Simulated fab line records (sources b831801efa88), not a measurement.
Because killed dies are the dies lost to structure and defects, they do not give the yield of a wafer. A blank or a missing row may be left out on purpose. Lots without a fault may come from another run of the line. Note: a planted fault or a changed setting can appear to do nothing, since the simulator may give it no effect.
Chamber matching ; flow sky130 ; SKY_LI_CONTACT_CMP_02 on cmp-02 has 4 sister chambers
The step polishes PSG. 16 wafers are shown with their chamber, then 8 later ones without.

EACH WAFER AND ITS CHAMBER
wafer;chamber;motor current A (A);time to endpoint s (s)
L577.1;2;11.4;28
L577.4;0;12.1;29
L577.5;1;11.7;34
L582.2;1;12.3;34
L582.3;0;13.1;29
L582.6;3;10.6;29
L583.1;0;12.8;29
L583.2;2;10.9;30
L583.4;3;10.2;28
L584.3;2;10.3;31
L584.4;0;12.9;30
L584.6;0;13.7;30
L588.3;2;11.0;26
L588.5;0;12.7;28
L588.6;3;9.9;25
L593.1;0;13.6;25

SIGNATURES, as means of the wafers listed above
reading;chamber 0;chamber 1;chamber 2;chamber 3;scatter within a chamber
motor current A;12.986;12.000;10.900;10.233;0.488
time to endpoint s;28.57;34.00;28.75;27.33;1.85
Rule: distance of a wafer from a chamber = root of the sum over the readings of ((wafer's reading minus chamber's mean) / reading's scatter) squared. The wafer belongs to the nearest chamber; if the next one is less than 2 further off, it can't be placed. The scatter is the square root of a quotient: the sum, over the shown wafers, of each reading's squared deviation from its chamber's mean, divided by wafers minus chambers.

WAFERS WHOSE CHAMBER IS MISSING
wafer;motor current A (A);time to endpoint s (s)
L593.2;11.8;35
L593.6;11.0;29
L594.1;13.1;31
L594.3;11.5;34
L594.6;10.3;33
L599.4;12.2;39
L599.5;11.3;31
L599.6;12.0;37

WHICH CHAMBER EACH ONE RAN IN
wafer;from the rows above;in truth
L593.2;1;1
L593.6;can't be placed: 2 or 3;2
L594.1;can't be placed: 0 or 1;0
L594.3;1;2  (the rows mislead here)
L594.6;can't be placed: 2 or 3 or 1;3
L599.4;1;1
L599.5;can't be placed: 2 or 1 or 3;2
L599.6;1;1
Correct placement for 3 of the 8. Can't be placed from these rows: 4 (the true chamber is among the candidates in 4). Number placed wrongly: 1.
